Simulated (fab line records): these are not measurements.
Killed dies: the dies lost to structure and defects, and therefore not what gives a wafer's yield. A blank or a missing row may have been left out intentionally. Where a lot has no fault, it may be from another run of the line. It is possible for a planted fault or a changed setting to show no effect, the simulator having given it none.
The tool behind it: which one? || flow sfq-line || 14 lots with 42 wafers sampled at 4 steps, on a route of 325 steps

== WHAT THE GAUGES SHOWED, per wafer ==
No reading from a measuring or inspecting step in the record can be judged against a usual standard deviation.

== EACH LOT AND THE TOOL THAT RAN IT (in order: tool; ch and the chambers of the sampled wafers; start) ==
{"lot": "L631", "SFQ_TRILAYER_M0_STRIP_STRIP_025": "rie-metal-02 ch 0,1, day 7 12:49", "SFQ_TRILAYER_I1_VIA_ETCH_VIA_ETCH_052": "rie-diel-01 ch 0,3, day 17 15:48", "SFQ_TRILAYER_C5_STRIP_STRIP_155": "rie-metal-03 ch 0,1, day 57 07:13", "SFQ_TRILAYER_I7_DEP_PECVD_183": "pecvd-01 ch 1,2, day 65 02:53"}
{"lot": "L632", "SFQ_TRILAYER_M0_STRIP_STRIP_025": "rie-metal-01 ch 0,1, day 7 22:25", "SFQ_TRILAYER_I1_VIA_ETCH_VIA_ETCH_052": "rie-diel-02 ch 1,2, day 18 01:25", "SFQ_TRILAYER_C5_STRIP_STRIP_155": "rie-metal-03 ch 1, day 57 13:37", "SFQ_TRILAYER_I7_DEP_PECVD_183": "pecvd-01 ch 0,2, day 65 11:23"}
{"lot": "L633", "SFQ_TRILAYER_M0_STRIP_STRIP_025": "rie-metal-01 ch 0, day 8 04:25", "SFQ_TRILAYER_I1_VIA_ETCH_VIA_ETCH_052": "rie-diel-03 ch 0,2,3, day 18 03:48", "SFQ_TRILAYER_C5_STRIP_STRIP_155": "rie-metal-03 ch 0, day 57 19:35", "SFQ_TRILAYER_I7_DEP_PECVD_183": "pecvd-04 ch 0,2, day 65 15:14"}
{"lot": "L635", "SFQ_TRILAYER_M0_STRIP_STRIP_025": "rie-metal-02 ch 0,1, day 8 10:52", "SFQ_TRILAYER_I1_VIA_ETCH_VIA_ETCH_052": "rie-diel-03 ch 1,2,3, day 18 09:48", "SFQ_TRILAYER_C5_STRIP_STRIP_155": "rie-metal-02 ch 0,1, day 59 00:48", "SFQ_TRILAYER_I7_DEP_PECVD_183": "pecvd-01 ch 0,1,2, day 66 18:35"}
{"lot": "L636", "SFQ_TRILAYER_M0_STRIP_STRIP_025": "rie-metal-01 ch 0,1, day 8 15:13", "SFQ_TRILAYER_I1_VIA_ETCH_VIA_ETCH_052": "rie-diel-03 ch 0,1,2, day 18 20:36", "SFQ_TRILAYER_C5_STRIP_STRIP_155": "rie-metal-03 ch 0,1, day 59 02:00", "SFQ_TRILAYER_I7_DEP_PECVD_183": "pecvd-04 ch 0,1,2, day 66 19:47"}
{"lot": "L637", "SFQ_TRILAYER_M0_STRIP_STRIP_025": "rie-metal-02 ch 1, day 9 00:01", "SFQ_TRILAYER_I1_VIA_ETCH_VIA_ETCH_052": "rie-diel-03 ch 1,2, day 19 06:12", "SFQ_TRILAYER_C5_STRIP_STRIP_155": "rie-metal-03 ch 0,1, day 59 14:00", "SFQ_TRILAYER_I7_DEP_PECVD_183": "pecvd-03 ch 0,1, day 67 04:11"}
{"lot": "L638", "SFQ_TRILAYER_M0_STRIP_STRIP_025": "rie-metal-02 ch 1, day 9 10:37", "SFQ_TRILAYER_I1_VIA_ETCH_VIA_ETCH_052": "rie-diel-02 ch 1,2, day 19 17:00", "SFQ_TRILAYER_C5_STRIP_STRIP_155": "rie-metal-02 ch 0,1, day 59 17:36", "SFQ_TRILAYER_I7_DEP_PECVD_183": "pecvd-04 ch 1,2, day 67 06:59"}
{"lot": "L639", "SFQ_TRILAYER_M0_STRIP_STRIP_025": "rie-metal-02 ch 0,1, day 9 23:49", "SFQ_TRILAYER_I1_VIA_ETCH_VIA_ETCH_052": "rie-diel-02 ch 0,3, day 20 05:00", "SFQ_TRILAYER_C5_STRIP_STRIP_155": "rie-metal-02 ch 1, day 60 00:00", "SFQ_TRILAYER_I7_DEP_PECVD_183": "pecvd-03 ch 0,1, day 67 14:11"}
{"lot": "L640", "SFQ_TRILAYER_M0_STRIP_STRIP_025": "rie-metal-01 ch 0,1, day 10 04:25", "SFQ_TRILAYER_I1_VIA_ETCH_VIA_ETCH_052": "rie-diel-03 ch 0,2,3, day 20 21:41", "SFQ_TRILAYER_C5_STRIP_STRIP_155": "rie-metal-04 ch 1, day 60 00:48", "SFQ_TRILAYER_I7_DEP_PECVD_183": "pecvd-01 ch 0,2, day 67 15:23"}
{"lot": "L643", "SFQ_TRILAYER_M0_STRIP_STRIP_025": "rie-metal-04 ch 0, day 10 22:49", "SFQ_TRILAYER_I1_VIA_ETCH_VIA_ETCH_052": "rie-diel-03 ch 0,1, day 22 05:23", "SFQ_TRILAYER_C5_STRIP_STRIP_155": "rie-metal-04 ch 0,1, day 61 09:45", "SFQ_TRILAYER_I7_DEP_PECVD_183": "pecvd-04 ch 0,1,2, day 68 14:11"}
{"lot": "L645", "SFQ_TRILAYER_M0_STRIP_STRIP_025": "rie-metal-04 ch 0, day 11 10:10", "SFQ_TRILAYER_I1_VIA_ETCH_VIA_ETCH_052": "rie-diel-02 ch 1,2, day 22 22:11", "SFQ_TRILAYER_C5_STRIP_STRIP_155": "rie-metal-03 ch 0,1, day 61 21:45", "SFQ_TRILAYER_I7_DEP_PECVD_183": "pecvd-01 ch 0,1, day 68 22:46"}
{"lot": "L648", "SFQ_TRILAYER_M0_STRIP_STRIP_025": "rie-metal-01 ch 0,1, day 12 08:52", "SFQ_TRILAYER_I1_VIA_ETCH_VIA_ETCH_052": "rie-diel-02 ch 0,3, day 23 13:47", "SFQ_TRILAYER_C5_STRIP_STRIP_155": "rie-metal-04 ch 1, day 62 19:09", "SFQ_TRILAYER_I7_DEP_PECVD_183": "pecvd-03 ch 0,2, day 69 15:53"}
{"lot": "L652", "SFQ_TRILAYER_M0_STRIP_STRIP_025": "rie-metal-02 ch 0,1, day 13 08:38", "SFQ_TRILAYER_I1_VIA_ETCH_VIA_ETCH_052": "rie-diel-03 ch 0,3, day 24 12:35", "SFQ_TRILAYER_C5_STRIP_STRIP_155": "rie-metal-02 ch 0,1, day 63 20:03", "SFQ_TRILAYER_I7_DEP_PECVD_183": "pecvd-04 ch 0,1, day 70 14:29"}
{"lot": "L654", "SFQ_TRILAYER_M0_STRIP_STRIP_025": "rie-metal-01 ch 0,1, day 14 00:14", "SFQ_TRILAYER_I1_VIA_ETCH_VIA_ETCH_052": "rie-diel-01 ch 0,1,3, day 24 23:23", "SFQ_TRILAYER_C5_STRIP_STRIP_155": "rie-metal-02 ch 0,1, day 64 03:15", "SFQ_TRILAYER_I7_DEP_PECVD_183": "pecvd-03 ch 0,1,2, day 70 19:17"}
- SFQ_TRILAYER_M0_STRIP_STRIP_025: strips in O2.
- SFQ_TRILAYER_I1_VIA_ETCH_VIA_ETCH_052: etches SiO2 in CHF3, stops on Nb, target depth 260 nm.
- SFQ_TRILAYER_C5_STRIP_STRIP_155: strips in O2.
- SFQ_TRILAYER_I7_DEP_PECVD_183: deposits SiO2 from SiH4/N2O, time 111.11 s, target thk 500 nm.

== WHAT THE TOOLS THEMSELVES READ (means of the sampled wafers that have a number; where no wafer has one, the mark that the record gives instead) ==
SFQ_TRILAYER_M0_STRIP_STRIP_025. Usual: chamber-pressure-mTorr 50.00 mTorr, standard deviation 0.045; drypump-motor-current-A 5.7 A, standard deviation 0.42; oes-product-au 1.002 a.u., standard deviation 0.012.
{"lot": "L631", "tool": "rie-metal-02", "chamber-pressure-mTorr (mTorr)": 50.06, "drypump-motor-current-A (A)": 5.8, "oes-product-au (a.u.)": 1.000, "flag": ""}
{"lot": "L632", "tool": "rie-metal-01", "chamber-pressure-mTorr (mTorr)": 49.98, "drypump-motor-current-A (A)": 5.3, "oes-product-au (a.u.)": 1.016, "flag": ""}
{"lot": "L633", "tool": "rie-metal-01", "chamber-pressure-mTorr (mTorr)": 50.02, "drypump-motor-current-A (A)": 5.0, "oes-product-au (a.u.)": 1.009, "flag": ""}
{"lot": "L635", "tool": "rie-metal-02", "chamber-pressure-mTorr (mTorr)": 49.97, "drypump-motor-current-A (A)": 6.1, "oes-product-au (a.u.)": 1.003, "flag": ""}
{"lot": "L636", "tool": "rie-metal-01", "chamber-pressure-mTorr (mTorr)": 50.01, "drypump-motor-current-A (A)": 5.3, "oes-product-au (a.u.)": 1.010, "flag": ""}
{"lot": "L637", "tool": "rie-metal-02", "chamber-pressure-mTorr (mTorr)": 49.95, "drypump-motor-current-A (A)": 5.6, "oes-product-au (a.u.)": 0.974, "flag": ""}
{"lot": "L638", "tool": "rie-metal-02", "chamber-pressure-mTorr (mTorr)": 49.99, "drypump-motor-current-A (A)": 5.6, "oes-product-au (a.u.)": 0.982, "flag": ""}
{"lot": "L639", "tool": "rie-metal-02", "chamber-pressure-mTorr (mTorr)": 50.01, "drypump-motor-current-A (A)": 6.1, "oes-product-au (a.u.)": 0.990, "flag": ""}
{"lot": "L640", "tool": "rie-metal-01", "chamber-pressure-mTorr (mTorr)": 50.02, "drypump-motor-current-A (A)": 5.5, "oes-product-au (a.u.)": 1.003, "flag": ""}
{"lot": "L643", "tool": "rie-metal-04", "chamber-pressure-mTorr (mTorr)": 50.02, "drypump-motor-current-A (A)": 6.0, "oes-product-au (a.u.)": 1.004, "flag": ""}
{"lot": "L645", "tool": "rie-metal-04", "chamber-pressure-mTorr (mTorr)": 50.04, "drypump-motor-current-A (A)": 6.0, "oes-product-au (a.u.)": 1.011, "flag": ""}
{"lot": "L648", "tool": "rie-metal-01", "chamber-pressure-mTorr (mTorr)": 50.05, "drypump-motor-current-A (A)": 5.3, "oes-product-au (a.u.)": 1.008, "flag": ""}
{"lot": "L652", "tool": "rie-metal-02", "chamber-pressure-mTorr (mTorr)": 50.02, "drypump-motor-current-A (A)": 6.1, "oes-product-au (a.u.)": 1.004, "flag": ""}
{"lot": "L654", "tool": "rie-metal-01", "chamber-pressure-mTorr (mTorr)": 49.98, "drypump-motor-current-A (A)": 5.3, "oes-product-au (a.u.)": 1.012, "flag": ""}

SFQ_TRILAYER_I1_VIA_ETCH_VIA_ETCH_052. Usual: chamber-pressure-mTorr 29.999 mTorr, standard deviation 0.024; drypump-motor-current-A 5.9 A, standard deviation 0.37; oes-product-au 0.855 a.u., standard deviation 0.0052; rf-fwd-power-W 498.2 W, standard deviation 1.7.
{"lot": "L631", "tool": "rie-diel-01", "chamber-pressure-mTorr (mTorr)": 29.998, "drypump-motor-current-A (A)": 5.4, "oes-product-au (a.u.)": 0.855, "rf-fwd-power-W (W)": 499.7, "flag": ""}
{"lot": "L632", "tool": "rie-diel-02", "chamber-pressure-mTorr (mTorr)": 30.009, "drypump-motor-current-A (A)": 6.1, "oes-product-au (a.u.)": 0.855, "rf-fwd-power-W (W)": 498.9, "flag": ""}
{"lot": "L633", "tool": "rie-diel-03", "chamber-pressure-mTorr (mTorr)": 29.994, "drypump-motor-current-A (A)": 5.7, "oes-product-au (a.u.)": 0.856, "rf-fwd-power-W (W)": 497.2, "flag": ""}
{"lot": "L635", "tool": "rie-diel-03", "chamber-pressure-mTorr (mTorr)": 29.991, "drypump-motor-current-A (A)": 5.7, "oes-product-au (a.u.)": 0.859, "rf-fwd-power-W (W)": 498.9, "flag": ""}
{"lot": "L636", "tool": "rie-diel-03", "chamber-pressure-mTorr (mTorr)": 30.006, "drypump-motor-current-A (A)": 6.0, "oes-product-au (a.u.)": 0.854, "rf-fwd-power-W (W)": 499.9, "flag": ""}
{"lot": "L637", "tool": "rie-diel-03", "chamber-pressure-mTorr (mTorr)": 30.016, "drypump-motor-current-A (A)": 6.0, "oes-product-au (a.u.)": 0.856, "rf-fwd-power-W (W)": 500.9, "flag": ""}
{"lot": "L638", "tool": "rie-diel-02", "chamber-pressure-mTorr (mTorr)": 29.982, "drypump-motor-current-A (A)": 6.1, "oes-product-au (a.u.)": 0.852, "rf-fwd-power-W (W)": 497.3, "flag": ""}
{"lot": "L639", "tool": "rie-diel-02", "chamber-pressure-mTorr (mTorr)": 29.989, "drypump-motor-current-A (A)": 5.9, "oes-product-au (a.u.)": 0.859, "rf-fwd-power-W (W)": 497.2, "flag": ""}
{"lot": "L640", "tool": "rie-diel-03", "chamber-pressure-mTorr (mTorr)": 30.010, "drypump-motor-current-A (A)": 5.7, "oes-product-au (a.u.)": 0.855, "rf-fwd-power-W (W)": 497.2, "flag": ""}
{"lot": "L643", "tool": "rie-diel-03", "chamber-pressure-mTorr (mTorr)": 30.045, "drypump-motor-current-A (A)": 6.1, "oes-product-au (a.u.)": 0.852, "rf-fwd-power-W (W)": 498.0, "flag": ""}
{"lot": "L645", "tool": "rie-diel-02", "chamber-pressure-mTorr (mTorr)": 30.014, "drypump-motor-current-A (A)": 6.1, "oes-product-au (a.u.)": 0.852, "rf-fwd-power-W (W)": 417.9, "flag": "OFF"}
{"lot": "L648", "tool": "rie-diel-02", "chamber-pressure-mTorr (mTorr)": 29.991, "drypump-motor-current-A (A)": 5.9, "oes-product-au (a.u.)": 0.853, "rf-fwd-power-W (W)": 418.0, "flag": "OFF"}
{"lot": "L652", "tool": "rie-diel-03", "chamber-pressure-mTorr (mTorr)": 29.994, "drypump-motor-current-A (A)": 5.7, "oes-product-au (a.u.)": 0.855, "rf-fwd-power-W (W)": 497.6, "flag": ""}
{"lot": "L654", "tool": "rie-diel-01", "chamber-pressure-mTorr (mTorr)": 29.979, "drypump-motor-current-A (A)": 5.5, "oes-product-au (a.u.)": 0.855, "rf-fwd-power-W (W)": 499.8, "flag": ""}

SFQ_TRILAYER_C5_STRIP_STRIP_155. Usual: chamber-pressure-mTorr 50.01 mTorr, standard deviation 0.04; drypump-motor-current-A 5.6 A, standard deviation 0.43; oes-product-au 1.009 a.u., standard deviation 0.011.
{"lot": "L631", "tool": "rie-metal-03", "chamber-pressure-mTorr (mTorr)": 49.97, "drypump-motor-current-A (A)": 5.2, "oes-product-au (a.u.)": 1.011, "flag": ""}
{"lot": "L632", "tool": "rie-metal-03", "chamber-pressure-mTorr (mTorr)": 49.98, "drypump-motor-current-A (A)": 5.3, "oes-product-au (a.u.)": 1.019, "flag": ""}
{"lot": "L633", "tool": "rie-metal-03", "chamber-pressure-mTorr (mTorr)": 50.03, "drypump-motor-current-A (A)": 5.1, "oes-product-au (a.u.)": 1.013, "flag": ""}
{"lot": "L635", "tool": "rie-metal-02", "chamber-pressure-mTorr (mTorr)": 50.02, "drypump-motor-current-A (A)": 5.8, "oes-product-au (a.u.)": 1.003, "flag": ""}
{"lot": "L636", "tool": "rie-metal-03", "chamber-pressure-mTorr (mTorr)": 50.01, "drypump-motor-current-A (A)": 5.2, "oes-product-au (a.u.)": 1.009, "flag": ""}
{"lot": "L637", "tool": "rie-metal-03", "chamber-pressure-mTorr (mTorr)": 50.02, "drypump-motor-current-A (A)": 5.2, "oes-product-au (a.u.)": 1.012, "flag": ""}
{"lot": "L638", "tool": "rie-metal-02", "chamber-pressure-mTorr (mTorr)": 49.98, "drypump-motor-current-A (A)": 6.1, "oes-product-au (a.u.)": 0.999, "flag": ""}
{"lot": "L639", "tool": "rie-metal-02", "chamber-pressure-mTorr (mTorr)": 50.00, "drypump-motor-current-A (A)": 5.6, "oes-product-au (a.u.)": 0.996, "flag": ""}
{"lot": "L640", "tool": "rie-metal-04", "chamber-pressure-mTorr (mTorr)": 49.99, "drypump-motor-current-A (A)": 5.8, "oes-product-au (a.u.)": 1.027, "flag": ""}
{"lot": "L643", "tool": "rie-metal-04", "chamber-pressure-mTorr (mTorr)": 50.02, "drypump-motor-current-A (A)": 5.9, "oes-product-au (a.u.)": 1.006, "flag": ""}
{"lot": "L645", "tool": "rie-metal-03", "chamber-pressure-mTorr (mTorr)": 50.01, "drypump-motor-current-A (A)": 5.2, "oes-product-au (a.u.)": 1.003, "flag": ""}
{"lot": "L648", "tool": "rie-metal-04", "chamber-pressure-mTorr (mTorr)": 50.04, "drypump-motor-current-A (A)": 5.8, "oes-product-au (a.u.)": 1.023, "flag": ""}
{"lot": "L652", "tool": "rie-metal-02", "chamber-pressure-mTorr (mTorr)": 50.01, "drypump-motor-current-A (A)": 6.1, "oes-product-au (a.u.)": 1.007, "flag": ""}
{"lot": "L654", "tool": "rie-metal-02", "chamber-pressure-mTorr (mTorr)": 49.97, "drypump-motor-current-A (A)": 6.1, "oes-product-au (a.u.)": 1.009, "flag": ""}

SFQ_TRILAYER_I7_DEP_PECVD_183. Usual: heater-power-w 82 W, standard deviation 12; rf-fwd-power-W 182.4 W, standard deviation 0.55; throttle-valve-pct 24.5 %, standard deviation 1.1.
{"lot": "L631", "tool": "pecvd-01", "heater-power-w (W)": 83, "rf-fwd-power-W (W)": 182.9, "throttle-valve-pct (%)": 24.3, "flag": ""}
{"lot": "L632", "tool": "pecvd-01", "heater-power-w (W)": 80, "rf-fwd-power-W (W)": 182.5, "throttle-valve-pct (%)": 22.9, "flag": ""}
{"lot": "L633", "tool": "pecvd-04", "heater-power-w (W)": 72, "rf-fwd-power-W (W)": 182.4, "throttle-valve-pct (%)": 25.1, "flag": ""}
{"lot": "L635", "tool": "pecvd-01", "heater-power-w (W)": 83, "rf-fwd-power-W (W)": 182.3, "throttle-valve-pct (%)": 23.9, "flag": ""}
{"lot": "L636", "tool": "pecvd-04", "heater-power-w (W)": 73, "rf-fwd-power-W (W)": 182.2, "throttle-valve-pct (%)": 25.6, "flag": ""}
{"lot": "L637", "tool": "pecvd-03", "heater-power-w (W)": 105, "rf-fwd-power-W (W)": 182.4, "throttle-valve-pct (%)": 23.7, "flag": ""}
{"lot": "L638", "tool": "pecvd-04", "heater-power-w (W)": 74, "rf-fwd-power-W (W)": 181.8, "throttle-valve-pct (%)": 25.9, "flag": ""}
{"lot": "L639", "tool": "pecvd-03", "heater-power-w (W)": 100, "rf-fwd-power-W (W)": 182.2, "throttle-valve-pct (%)": 23.8, "flag": ""}
{"lot": "L640", "tool": "pecvd-01", "heater-power-w (W)": 86, "rf-fwd-power-W (W)": 182.7, "throttle-valve-pct (%)": 23.5, "flag": ""}
{"lot": "L643", "tool": "pecvd-04", "heater-power-w (W)": 78, "rf-fwd-power-W (W)": 182.0, "throttle-valve-pct (%)": 25.4, "flag": ""}
{"lot": "L645", "tool": "pecvd-01", "heater-power-w (W)": 82, "rf-fwd-power-W (W)": 182.2, "throttle-valve-pct (%)": 24.4, "flag": ""}
{"lot": "L648", "tool": "pecvd-03", "heater-power-w (W)": 93, "rf-fwd-power-W (W)": 182.8, "throttle-valve-pct (%)": 23.6, "flag": ""}
{"lot": "L652", "tool": "pecvd-04", "heater-power-w (W)": 68, "rf-fwd-power-W (W)": 182.1, "throttle-valve-pct (%)": 25.5, "flag": ""}
{"lot": "L654", "tool": "pecvd-03", "heater-power-w (W)": 90, "rf-fwd-power-W (W)": 181.7, "throttle-valve-pct (%)": 24.3, "flag": ""}

== THE ANSWER, worked out from the rows above alone ==
Rule: a lot counts as off when the mean over its wafers that have a number is more than 3 standard deviations away from the usual mean. A lot without any number at a reading at which 4 lots or more have one is off too. Any other lot the step has rows for is counted as sound. First the gauges in route order, then the tools' own readings, where a lot's mean is used as printed above. At the first step where some lot is off, the reading lying furthest off is the one used; lots without a number count as furthest.
Off, at SFQ_TRILAYER_I1_VIA_ETCH_VIA_ETCH_052 on rf-fwd-power-W: L645, L648.
If a tool, at that step or one of the process steps before it, ran each lot that is off and ran no sound lot following the first of them, it fits. One fits: rie-diel-02 at SFQ_TRILAYER_I1_VIA_ETCH_VIA_ETCH_052. A fault onset in the window from L639 (day 20 05:00, its last sound lot) to L645 (day 22 22:11, its first lot off) fits.
The tool's own readings at SFQ_TRILAYER_I1_VIA_ETCH_VIA_ETCH_052 bear it out: on the lots that are off they differ by more than 5 times the standard deviation of the sound lots' means. rf-fwd-power-W reads 417.9 W there against 498.6 W on the sound lots.

== WHAT THE SIMULATOR PUT IN ==
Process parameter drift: rie-diel-02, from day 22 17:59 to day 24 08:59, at SFQ_TRILAYER_I1_VIA_ETCH_VIA_ETCH_052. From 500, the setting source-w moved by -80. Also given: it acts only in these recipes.
Shown lots that were struck: L645, L648. Same finding as the rule above.
